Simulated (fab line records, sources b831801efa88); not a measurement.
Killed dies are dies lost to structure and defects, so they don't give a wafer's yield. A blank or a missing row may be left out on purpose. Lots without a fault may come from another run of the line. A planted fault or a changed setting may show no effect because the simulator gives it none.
fab line records | flow sky130
record lots=11 wafers=33 last_day=50
route steps=708 shown CAPM@538 METAL3@558 VIA3@575 PAD_OPEN@708
lots that met no fault: from a run of the same line without faults
start_h: hours from the record's first day to the start of the lot's first wafer shown | wait_h: hours since the lot's step before | " the same as in the row above | L1.1+2: a row that stands for several wafers | - no value, or no start given | * or withheld: withheld | < > ~ a bound
route shown NAME@n: a module of which the file shows steps, and the number in the route of the first | usual: mean/standard deviation of fault-free wafers | same: alike in all rows | chamber/n: place in a boat | sites: the reading at each site | _std_site: their standard deviation | _edge_site: outer sites' mean less inner sites' | radius_mm: how far each site lies from the wafer's centre | mask NAME#n: copy n | behind: the tool/chamber that last shaped the wafer | hold: why the lot was held/for how many hours/how that ended | device: the transistor (n, p or np) that didn't switch | end of line: the same wafers' tests at the end of the route | a step without rows: its recipe alone | killed: dies lost to structure and defects at the first sort, not the wafer's yield | map: a wafer's dies, x killed, . not, _ none there
set.NAME: the setting as run; set.NAME@STEP: as run at that earlier step | model.NAME: the simulator's own value behind a step, which no gauge read
steps of the route over a sample of lots; a table a step, a row a wafer
services: from which hour (start_h, from the record's first day; less than 0 if before it) a tool's chamber was out of use, for how many hours, and why
## steps
# step SKY_CAPM_THK_MEAS_01
# recipe reads=SiO2_of_CAPM_CVD_00
# usual CAPM_CVD_00_THK=15.56/0.28
# columns lot.wafer tool chamber start_h wait_h CAPM_CVD_00_THK[nm]
L595.1 film_metro-03 - 843.90 - 15.82
L595.2 " - " " 15.28
L595.5 " - " " 15.60
L597.1 film_metro-03 - 863.76 - 15.14
L597.3 " - " " 14.93
L597.4 " - " " 15.62
L603.2 film_metro-03 - 914.01 - 15.22
L603.5 " - " " 15.48
L603.6 " - " " 16.03
L605.1 film_metro-03 - 926.47 - 15.23
L605.3 " - " " 15.74
L605.5 " - " " 15.49
L607.1 film_metro-03 - 936.86 - 15.38
L607.2 " - " " 15.19
L607.6 " - " " 15.42
L606.1 film_metro-03 - 937.86 - 15.85
L606.3 " - " " 15.32
L606.6 " - " " 15.98
L608.1 film_metro-04 - 948.50 - 15.60
L608.2 " - " " 15.61
L608.4 " - " " 15.44
L613.1 film_metro-03 - 984.83 - 15.25
L613.4 " - " " 15.83
L613.6 " - " " 15.93
L615.2 film_metro-03 - 1012.61 - 15.55
L615.3 " - " " 15.50
L615.5 " - " " 15.66
L618.2 film_metro-01 - 1023.93 - 15.57
L618.3 " - " " 15.64
L618.5 " - " " 15.52
L617.1 film_metro-03 - 1025.65 - 15.19
L617.2 " - " " 15.55
L617.6 " - " " 15.52
# step SKY_METAL3_COAT_08
# recipe resist=KrF-thick spin_rpm=3000 resist_thk_nm=1140
# columns lot.wafer tool chamber start_h wait_h
L595.1+2+5 litho_track-01 0 882 -
L597.1+3+4 litho_track-04 0 902 -
L603.2+5+6 litho_track-04 0 951 -
L605.1+3+5 litho_track-04 0 964 -
L607.1+2+6 litho_track-04 0 974 -
L606.1+3+6 litho_track-04 0 974 -
L608.1+2+4 litho_track-01 0 985 -
L613.1+4+6 litho_track-01 0 1020 -
L615.2+3+5 litho_track-01 0 1046 -
L618.2+3+5 litho_track-03 0 1057 -
L617.1+2+6 litho_track-03 0 1059 -
# step SKY_METAL3_CD_MEAS_13
# recipe target_cd_nm=300
# usual cd_nm=300.1/1.2
# columns lot.wafer tool chamber start_h wait_h cd_nm
L595.1 cd_sem-02 - 896.08 - 299.9
L595.2 " - " " 299.2
L595.5 " - " " 298.1
L597.1 cd_sem-01 - 915.91 - 299.2
L597.3 " - " " 297.4
L597.4 " - " " 298.9
L603.2 cd_sem-01 - 963.78 - 300.5
L603.5 " - " " 302.0
L603.6 " - " " 301.5
L605.1 cd_sem-02 - 976.13 - 303.4
L605.3 " - " " 301.9
L605.5 " - " " 302.1
L607.1 cd_sem-01 - 986.01 - 303.5
L607.2 " - " " 304.0
L607.6 " - " " 304.0
L606.1 cd_sem-02 - 987.51 - 304.6
L606.3 " - " " 305.7
L606.6 " - " " 305.6
L608.1 cd_sem-02 - 997.03 - 300.0
L608.2 " - " " 299.2
L608.4 " - " " 298.3
L613.1 cd_sem-01 - 1031.57 - 298.7
L613.4 " - " " 300.1
L613.6 " - " " 299.3
L615.2 cd_sem-02 - 1056.55 - 299.6
L615.3 " - " " 300.6
L615.5 " - " " 298.0
L618.2 cd_sem-02 - 1067.40 - 299.5
L618.3 " - " " 299.8
L618.5 " - " " 299.6
L617.1 cd_sem-02 - 1070.13 - 300.1
L617.2 " - " " 300.2
L617.6 " - " " 300.2
# step SKY_METAL3_OVL_MEAS_14
# usual METAL3_OVL=-2/6
# columns lot.wafer tool chamber start_h wait_h METAL3_OVL[nm]
L595.1 overlay-02 - 896.20 0.1 -4
L595.2 " - " " -1
L595.5 " - " " -7
L597.1 overlay-01 - 916.03 0.1 -3
L597.3 " - " " -4
L597.4 " - " " -7
L603.2 overlay-02 - 963.89 0.1 -6
L603.5 " - " " -7
L603.6 " - " " 0
L605.1 overlay-01 - 976.25 0.1 -11
L605.3 " - " " -12
L605.5 " - " " -9
L607.1 overlay-02 - 986.13 0.1 5
L607.2 " - " " 2
L607.6 " - " " -6
L606.1 overlay-01 - 987.63 0.1 -1
L606.3 " - " " -5
L606.6 " - " " 3
L608.1 overlay-01 - 997.15 0.1 -8
L608.2 " - " " -12
L608.4 " - " " -8
L613.1 overlay-01 - 1031.69 0.1 4
L613.4 " - " " -4
L613.6 " - " " 1
L615.2 overlay-01 - 1056.66 0.1 10
L615.3 " - " " 7
L615.5 " - " " 10
L618.2 overlay-01 - 1067.51 0.1 -4
L618.3 " - " " -4
L618.5 " - " " 2
L617.1 overlay-01 - 1070.25 0.1 -2
L617.2 " - " " -9
L617.6 " - " " -9
# step SKY_METAL3_STRIP_19
# recipe chemistry=O2/N2 power_w=1400 pressure_mtorr=1500 platen_temp_c=withheld o2_flow_sccm=3000 n2_flow_sccm=300 overash_fraction=0.5
# usual drypump_motor_current_A=5.81/0.26 oes_product_au=0.501/0.0081 strip_time_to_endpoint_s=6.50/0.15
# columns lot.wafer tool chamber start_h wait_h drypump_motor_current_A oes_product_au rf_hours_counter_h strip_time_to_endpoint_s
L595.1 plasma_asher-04 1 896.60 0.1 5.93 0.497 16 6.33
L595.2 " 0 " " 5.52 0.497 16 6.34
L595.5 " 1 " " 5.93 0.501 - 6.34
L597.1 plasma_asher-03 0 916.39 0.1 6.08 0.503 48 6.61
L597.3 " 1 " " 5.71 0.510 - 6.66
L597.4 " 0 " " 6.09 0.502 - 6.54
L603.2 plasma_asher-03 0 964.25 0.1 6.08 0.503 53 6.52
L603.5 " 1 " " 5.69 0.505 - 6.62
L603.6 " 0 " " 6.08 0.510 - 6.71
L605.1 plasma_asher-02 0 976.61 0.1 6.13 0.496 112 6.30
L605.3 " 0 " " 6.12 0.494 - 6.38
L605.5 " 1 " " 5.48 0.493 - 6.22
L607.1 plasma_asher-03 0 986.50 0.1 6.05 0.558 56 7.74
L607.2 " 1 " " 5.70 0.544 56 7.63
L607.6 " 1 " " 5.71 0.557 - 7.73
L606.1 plasma_asher-03 1 988.00 0.1 5.70 0.548 56 7.68
L606.3 " 0 " " 6.05 0.559 - 7.79
L606.6 " 1 " " 5.68 0.567 - 7.82
L608.1 plasma_asher-04 1 997.51 0.1 5.92 0.498 25 6.47
L608.2 " 0 " " 5.51 0.509 25 6.65
L608.4 " 0 " " 5.54 0.504 - 6.64
L613.1 plasma_asher-04 0 1032.05 0.1 5.53 0.488 29 6.35
L613.4 " 0 " " 5.55 0.498 - 6.38
L613.6 " 0 " " 5.53 0.494 - 6.38
L615.2 plasma_asher-03 0 1057.01 0.1 6.06 0.493 63 6.41
L615.3 " 0 " " 6.08 0.489 - 6.35
L615.5 " 0 " " 6.09 0.496 - 6.37
L618.2 plasma_asher-02 0 1067.86 0.1 6.11 0.499 1 6.45
L618.3 " 0 " " 6.13 0.527 - 6.92
L618.5 " 1 " " 5.48 0.495 - 6.40
L617.1 plasma_asher-02 1 1070.61 0.1 5.50 0.503 1 6.63
L617.2 " 0 " " 6.13 0.495 1 6.39
L617.6 " 0 " " 6.13 0.500 - 6.44
# step SKY_VIA3_CMP_02
# recipe material=SiO2 down_force_psi=4 platen_rpm=60 pad_velocity_m_s=0.94248
# usual head_pressure_psi=3.999/0.0086 motor_current_A=12.0/1.5
# columns lot.wafer tool chamber start_h wait_h head_pressure_psi motor_current_A
L595.2 cmp-02 2 897.42 0.0 4.004 12.8
L595.1 " 0 " " 3.989 12.2
L595.5 " 2 " " 4.010 13.1
L597.1 cmp-01 2 917.25 0.1 3.999 11.3
L597.3 " 0 " " 4.000 15.4
L597.4 " 1 " " 4.012 11.9
L603.2 cmp-01 2 965.16 0.1 3.999 11.4
L603.6 " 1 " " 3.990 13.2
L603.5 " 2 " " 3.986 11.1
L605.1 cmp-02 3 977.43 0.1 4.004 10.8
L605.3 " 2 " " 4.006 13.0
L605.5 " 3 " " 3.990 10.4
L607.2 cmp-02 1 987.37 0.1 4.011 11.5
L607.1 " 2 " " 4.020 12.6
L607.6 " 0 " " 4.007 11.5
L606.3 cmp-02 0 988.87 0.1 4.013 12.5
L606.1 " 2 " " 4.005 13.4
L606.6 " 0 " " 4.002 12.7
L608.2 cmp-02 1 998.42 0.1 3.992 11.9
L608.1 " 2 " " 4.004 12.9
L608.4 " 3 " " 4.007 10.4
L613.4 cmp-01 2 1032.92 0.1 3.991 11.0
L613.1 " 0 " " 4.002 14.6
L613.6 " 2 " " 3.995 11.3
L615.3 cmp-02 3 1057.94 0.1 3.994 10.0
L615.2 " 1 " " 3.992 11.6
L615.5 " 3 " " 4.001 10.5
L618.2 cmp-02 1 1068.73 0.1 4.008 11.1
L618.3 " 3 " " 4.017 9.8
L618.5 " 0 " " 3.994 12.1
L617.1 cmp-02 0 1071.53 0.1 3.994 12.2
L617.2 " 1 " " 3.991 11.4
L617.6 " 2 " " 4.011 13.3
# step SKY_PAD_OPEN_PROBE_99
# usual defect_limited_yield=82.8/2.1 killed_at_M0_to_M3=42/6.6 killed_at_M4_up=3.1/1.9 killed_at_contacts=24/5.6 killed_at_front_end=15/4.8 killed_at_other=0.3/0.48 killed_dies=84/10 killed_open=47/6.8 killed_short=37/6.8 sort_bin_3_pad_short=0.9/0.48 sort_bin_5_function=10.1/1.4 sort_bin_6_memory=6.2/1.2 sort_n_pass=408/10 sort_yield_pct=82.8/2.1
# same gross_dies=492 killed_at_back_side=0 sort_bin_4_leakage[%]=0 sort_bin_8_speed[%]=0
# columns lot.wafer tool chamber start_h wait_h defect_limited_yield[%] killed_at_M0_to_M3 killed_at_M4_up killed_at_contacts killed_at_front_end killed_at_other killed_dies killed_open killed_short sort_bin_3_pad_short[%] sort_bin_5_function[%] sort_bin_6_memory[%] sort_n_pass sort_yield_pct[%]
L603.2 prober-01 - 1126.58 0.1 81.7 44 7 26 12 1 90 46 44 1.4 11.0 5.9 402 81.7
L603.5 prober-01 - 1126.73 0.2 85.0 29 4 31 10 0 74 43 31 1.4 7.7 5.9 418 85.0
L603.6 prober-01 - 1126.78 0.2 83.7 35 6 24 15 0 80 46 34 0.8 10.0 5.5 412 83.7
L607.1 prober-01 - 1145.18 0.1 85.2 39 4 17 13 0 73 36 37 0.4 7.7 6.7 419 85.2
L607.2 prober-01 - 1145.23 0.1 82.7 42 1 22 20 0 85 50 35 1.0 10.0 6.3 407 82.7
L607.6 prober-01 - 1145.43 0.2 82.1 45 4 21 18 0 88 54 34 1.2 9.1 7.5 404 82.1
# killed by level:class
L603.2 VIA1:geometric_particle:open=10 VIA2:geometric_particle:open=9 CONTACT:geometric_particle:open=7 VIA3:geometric_particle:open=7 LI_CONTACT:geometric_particle:open=6 LOCAL_INTERCONNECT:geometric_particle:short=6 CONTACT:geometric_particle:short=5 METAL1:geometric_particle:short=5
L603.5 CONTACT:geometric_particle:open=12 VIA1:geometric_particle:open=11 FIELD_ISO:geometric_particle:open=6 LI_CONTACT:geometric_particle:open=5 LOCAL_INTERCONNECT:geometric_particle:short=5 CONTACT:geometric_particle:short=5 VIA1:geometric_particle:short=5 METAL2:geometric_particle:short=4
L603.6 LI_CONTACT:geometric_particle:open=10 CONTACT:geometric_particle:open=9 VIA1:geometric_particle:open=7 POLY_GATE:geometric_particle:short=6 VIA2:geometric_particle:open=5 METAL4:geometric_particle:short=5 POLY_GATE:geometric_particle:open=4 METAL2:geometric_particle:open=4
L607.1 VIA1:geometric_particle:open=10 CONTACT:geometric_particle:open=6 VIA1:geometric_particle:short=6 FIELD_ISO:geometric_particle:short=5 METAL2:geometric_particle:short=5 VIA2:geometric_particle:open=5 VIA3:geometric_particle:open=5 LI_CONTACT:geometric_particle:open=4
L607.2 CONTACT:geometric_particle:open=9 VIA1:geometric_particle:open=9 VIA3:geometric_particle:open=7 LI_CONTACT:geometric_particle:open=6 METAL2:geometric_particle:short=6 FIELD_ISO:geometric_particle:open=5 POLY_GATE:geometric_particle:short=5 VIA1:geometric_particle:short=4
L607.6 VIA1:geometric_particle:open=17 FIELD_ISO:geometric_particle:open=7 VIA2:geometric_particle:open=6 CONTACT:geometric_particle:open=6 VIA3:geometric_particle:open=6 POLY_GATE:geometric_particle:short=5 LOCAL_INTERCONNECT:geometric_particle:short=5 CONTACT:geometric_particle:short=5
## services
# columns tool chamber start_h hours kind
plasma_asher-03 - 878.80 18.6 repair
cmp-01 - 886.17 18.4 repair
plasma_asher-04 - 894.74 0.4 repair
plasma_asher-04 - 903.33 1.3 repair
cmp-01 - 906.49 0.8 repair
cmp-01 - 912.18 4.0 pm
cmp-01 - 916.18 - consumable_replace:conditioner
cmp-01 - 916.18 - consumable_replace:pad
plasma_asher-02 - 929.94 3.6 repair
plasma_asher-04 - 975.69 2.8 pm
cmp-01 - 978.80 0.9 repair
plasma_asher-03 - 988.70 1.8 repair
cmp-02 - 1002.93 1.0 repair
cmp-01 - 1013.04 1.8 repair
cmp-01 - 1029.34 2.6 repair
plasma_asher-04 - 1043.47 28.1 pm
plasma_asher-03 - 1045.49 0.9 repair
plasma_asher-02 - 1055.25 9.0 pm
plasma_asher-02 0 1055.25 9.8 vent_cycle
plasma_asher-02 1 1055.25 9.8 vent_cycle
plasma_asher-02 - 1060.22 4.8 repair
plasma_asher-02 0 1064.25 - clean
plasma_asher-02 1 1064.25 - clean
## key
first_sign step=SKY_METAL3_CD_MEAS_13 reading=cd_nm direction=up sigmas=3.7 usual=300.1 struck=304.6
effect step=SKY_METAL3_STRIP_19 reading=strip_time_to_endpoint_s direction=up sigmas=8.3 usual=* struck=*
met_at SKY_METAL3_COAT_08
struck_lots L606,L607
not_acting_at SKY_CAPM_THK_MEAS_01,SKY_METAL3_OVL_MEAS_14,SKY_VIA3_CMP_02
onset_between 964 974
fault kind=process_parameter_drift tool=litho_track-04 chamber=- onset_h=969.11 steps=SKY_METAL3_COAT_08 channel=resist_thk_nm offset=117.78 shape=step end_h=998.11 acts_in=these_recipes_only stated=1140
